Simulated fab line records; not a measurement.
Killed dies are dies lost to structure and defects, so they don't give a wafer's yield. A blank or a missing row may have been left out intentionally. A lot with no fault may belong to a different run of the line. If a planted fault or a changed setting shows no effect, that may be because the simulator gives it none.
Problem report in the 8D (eight disciplines) form, filled by code || flow sky130 || the parts of the form that need people (team, actions taken, sign-off) are left out

== 1. WHAT IS WRONG ==
Mean VT_ADJUST_HVTR_TW at SKY_VT_ADJUST_HVTR_TW_MEAS_11: 263.4 over 6 wafers in 2 lots; fault-free wafers: 210.7, standard deviation 1.8. Relative to the usual mean, that is a shift of +29 standard deviations.
Earliest sighting: wafer L925.2 on filmMetro-02 at day 15 11:21. The record has a number at this step for 42 wafers belonging to 14 lots. Rule for "out", or "out of limits": more than 4 standard deviations from the usual mean. Any other wafer with a number is counted as sound.

== 2. WHAT THIS IS AND IS NOT ==
{"question": "which readings at this step", "is": "VT_ADJUST_HVTR_TW", "is not": "-"}
{"question": "which lots", "is": "L925, L926", "is not": "L906, L907, L908, L909, L910, L912, L913, L914, L917, L920, L927, L929"}
{"question": "which wafers of those lots", "is": "all that have a number", "is not": "-"}
{"question": "read on which gauges", "is": "filmMetro-01, filmMetro-02", "is not": "filmMetro-03"}
{"question": "when", "is": "from day 15 11:21", "is not": "up to then (30 sound wafers); but 6 sound wafers of L927, L929 came after"}

== 3. THE SUSPECTS, EACH WITH WHAT RULES IT OUT ==
Counting: a tool at a process step up to the reading stays a suspect if it ran every lot that is out and no sound lot after the first of them.
- the gauge at SKY_VT_ADJUST_HVTR_TW_MEAS_11 is ruled out. Those wafers that are out were read across 2 gauges (filmMetro-01, filmMetro-02).
- lithoTrack-01 at SKY_VT_ADJUST_NCORE_COAT_02 (resist thk 1140 nm): ruled out as a lasting fault. After its first lot that is out, L925 (day 13 20:23), sound lots L927 ran on it.
Left after counting: nothing in the record.

== 4. THE CAUSE (what the simulator had put in) ==
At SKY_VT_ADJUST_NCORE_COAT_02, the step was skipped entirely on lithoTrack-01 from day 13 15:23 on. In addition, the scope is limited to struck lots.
It was ruled out by counting, in error; the rule expects a fault to strike all lots run on its tool from its start on, and this fault did not.

== 5. THE CHAIN OF EFFECTS, in route order ==
Rows list readings where the struck wafers' mean (over those with a number) sits beyond 3 standard deviations from the usual. Scope: only readings with a usual standard deviation given in the record; hours: median across lots of the time from each lot's start at the first step in this table that gives one to its start at this step; sigmas: change in usual standard deviations.
{"hours": 0, "step": "SKY_VT_ADJUST_HVTR_TW_MEAS_11", "reading": "VT_ADJUST_HVTR_TW", "usual": 210.7, "on struck wafers": 263.4, "change": "+52.7", "sigmas": "+29"}
{"hours": 28, "step": "SKY_VT_ADJUST_PCH_TW_MEAS_10", "reading": "VT_ADJUST_PCH_TW", "usual": 142.9, "on struck wafers": 230.2, "change": "+87.3", "sigmas": "+99 or more"}
Readings that are blank on the struck wafers while sound wafers have them: chillPlateTempC at SKY_VT_ADJUST_NCORE_COAT_02; dispensePressureKPa at SKY_VT_ADJUST_NCORE_COAT_02; cdNm at SKY_VT_ADJUST_NCORE_CD_MEAS_07.
Later measuring or inspecting steps at which every struck wafer that the step has a row for has a number for every such reading, and none has moved that far: SKY_SD_N_TW_MEAS_12.

== 6. WHAT WOULD HAVE CAUGHT IT SOONER ==
44 hours passed between the start of the fault at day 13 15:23 and the first reading out of limits at a measuring or inspecting step in this record, taken at day 15 11:21.
Between SKY_VT_ADJUST_NCORE_COAT_02 and SKY_VT_ADJUST_HVTR_TW_MEAS_11, SKY_VT_ADJUST_NCORE_CD_MEAS_07 gave no cdNm on the struck wafers, where sound wafers have one: a measuring or inspecting step that comes back empty is itself a sign.
At SKY_VT_ADJUST_NCORE_COAT_02 the tool's readings are blank on the struck wafers, where sound wafers have them: an empty tool record is the first sign, and it was there at once.
